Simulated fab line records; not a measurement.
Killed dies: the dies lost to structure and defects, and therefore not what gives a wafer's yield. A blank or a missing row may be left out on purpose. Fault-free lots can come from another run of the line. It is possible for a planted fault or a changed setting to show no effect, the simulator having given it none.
A lot that was struck, set against a sound lot / flow sky130 / 17 steps out of a route of 708
Sound: wafers L746.2, L746.3, L746.6. Struck: wafers L750.1, L750.4, L750.6. The cause is given at the end.
Each step with rows lists, per side, the tool, then ch with its chambers, then its first start. Under that, the readings that differ: sound wafers / struck wafers / difference of the means / sigmas: that difference in standard deviations of wafers without a fault.
alike: same words and numbers on both sides, and readings whose means sit less than 2 such deviations apart. not compared: any withheld reading, any reading some wafer has no value for, any bound like >300 that may hide the same value, and any number with overlapping values for which the record gives no deviation.
A row with sigmas, a row that says differs or no value, or rows on one side alone: a step with any of these is where the two part. Numbers that have no deviation but don't overlap get no sigmas and don't part them. A reading that every wafer of one side lacks parts them only if that side has two wafers or more.

SKY_LDD_HVN_OVL_MEAS_07:
  struck on overlay-01, day 24 17:11; sound on overlay-02, day 23 16:05
  alike: LDD_HVN_OVL
then, 1 step without rows for these wafers: SKY_LDD_HVN_IMPLANT_08.
SKY_LDD_HVN_STRIP_09: strips in O2/N2.
  sound on plasma-asher-04 ch 0, day 23 16:16; struck on plasma-asher-02 ch 0,1, day 24 17:22
  alike: drypump-motor-current-A, oes-product-au, strip-time-to-endpoint-s
  not compared: rf-hours-counter-h
SKY_LDD_HVN_TW_MEAS_10:
  struck on film-metro-03, day 24 17:28; sound on film-metro-03, day 23 16:22
  alike: LDD_HVN_TW
then, 7 steps without rows for these wafers: SKY_LDD_HVP_DEHYDRATE_00 (time 60 s); SKY_LDD_HVP_HMDS_01 (prime time 60 s); SKY_LDD_HVP_COAT_02 (resist thk 300 nm); SKY_LDD_HVP_SOFTBAKE_03 (time 60 s); SKY_LDD_HVP_EXPOSE_04 (exposes mask HVPTM, target cd 700 nm); SKY_LDD_HVP_PEB_05; SKY_LDD_HVP_DEVELOP_06 (develop time 60 s).
SKY_LDD_HVP_OVL_MEAS_07:
  struck on overlay-02, day 25 22:45; sound on overlay-02, day 24 22:07
  alike: LDD_HVP_OVL
SKY_LDD_HVP_IMPLANT_08:
  sound on implanter-02 ch 0, day 24 22:10; struck on implanter-04 ch 0, day 25 22:47
reading=dose-ions-cm2; sound=1.7008e+13 1.7024e+13 1.7022e+13; struck=2.0382e+13 2.0371e+13 2.0431e+13; difference=+3.3767e+12; sigmas=+99 or more
reading=faraday-current-uA; sound=96.1 98.0 95.3; struck=113.4 114.7 116.5; difference=+18.4; sigmas=+10
  alike: end-station-pressure-torr, tilt-deg
SKY_LDD_HVP_STRIP_09: strips in O2/N2.
  sound on plasma-asher-01 ch 0,1, day 24 22:17; struck on plasma-asher-04 ch 0,1, day 25 22:56
  alike: drypump-motor-current-A, oes-product-au, strip-time-to-endpoint-s
  not compared: rf-hours-counter-h
SKY_LDD_HVP_TW_MEAS_10:
  struck on film-metro-01, day 25 23:02; sound on film-metro-01, day 24 22:24
reading=LDD_HVP_TW; sound=454.6 453.2 453.6; struck=482.8 481.2 480.6; difference=+27.7; sigmas=+10
then, 1 step without rows for these wafers: SKY_LDD_LDN_DEHYDRATE_00 (time 60 s).
-- the record jumps here: 23 days lie between the struck wafers' starts before and after (it left off in module LDD_LDN and takes up again in module PAD_OPEN, whose first step shown is number 708 of the route) --
SKY_PAD_OPEN_PROBE_99:
  struck on prober-01, day 48 11:42; sound on prober-02, day 47 21:24
reading=killed-at-front-end; sound=6 7 15; struck=18 20 20; difference=+10; sigmas=+2
reading=model.etest.tip_p_5v.rs-ohm-sq; sound=2844 2858 2834; struck=2567 2565 2543; difference=-287; sigmas=
  alike: killed_at_M0_to_M3, killed_at_M4_up, killed-at-contacts, killed-at-other, killed-dies, killed-open, killed-short

== WHERE THEY PART ==
At SKY_LDD_HVP_IMPLANT_08 first; at SKY_PAD_OPEN_PROBE_99 last (within this record only).

WHY: whatever the simulator had introduced
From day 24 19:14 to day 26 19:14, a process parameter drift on implanter-04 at SKY_LDD_HVP_IMPLANT_08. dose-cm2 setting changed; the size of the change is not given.
